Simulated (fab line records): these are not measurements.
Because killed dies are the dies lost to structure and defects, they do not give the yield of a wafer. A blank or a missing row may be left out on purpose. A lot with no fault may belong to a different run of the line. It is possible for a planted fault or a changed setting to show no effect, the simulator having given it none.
What tool caused it? | flow sky130 | 33 wafers sampled from 11 lots at 1 step of a route of 708

== WHAT THE GAUGES READ, wafer by wafer ==
SKY_CAP2M_OVL_MEAS_12.
lot  | measured     | on         | CAP2M_OVL (nm)
L851 | day 40 20:48 | overlay-01 | -2.7 -2.4 0.1
L852 | day 41 12:33 | overlay-02 | 0.7 0.1 1.0
L853 | day 41 15:05 | overlay-01 | -0.3 -1.6 0.7
L854 | day 41 23:50 | overlay-01 | 0.7 -1.0 -0.1
L855 | day 42 00:29 | overlay-01 | -0.2 -0.1 1.7
L858 | day 43 01:59 | overlay-01 | 2.9 -0.3 2.2
L860 | day 43 13:50 | overlay-01 | 1.5 1.6 0.4
L864 | day 45 01:59 | overlay-01 | 0.6 0.1 -0.8
L868 | day 45 23:59 | overlay-01 | 1.0 0.2 -0.9
L869 | day 46 01:53 | overlay-02 | 3.3 2.2 1.3
L871 | day 46 14:42 | overlay-02 | 2.3 1.3 2.8

== EACH LOT AND THE TOOL THAT RAN IT (in order: tool; ch and the chambers of the sampled wafers; start) ==
The record holds no process step before these readings.

== THE ANSWER, worked out from the rows above alone ==
Rule: the usual values come from the lots themselves. The widest of any qualifying gaps counts: lots, ordered by their means at a reading, are off when they make up no more than a third of the lots, leave a main group of 4 or more, and stand apart from it by 3 or more times the standard deviation of that group's means. A main group is skipped when, at the precision printed for the reading in the tables above, its means are all equal. Also off: a lot with no number at a reading for which 4 or more lots have one. The other lots that the step has rows for count as sound.
Nothing can be told from this: no lot is off at any reading shown.

== WHAT THE SIMULATOR PUT IN ==
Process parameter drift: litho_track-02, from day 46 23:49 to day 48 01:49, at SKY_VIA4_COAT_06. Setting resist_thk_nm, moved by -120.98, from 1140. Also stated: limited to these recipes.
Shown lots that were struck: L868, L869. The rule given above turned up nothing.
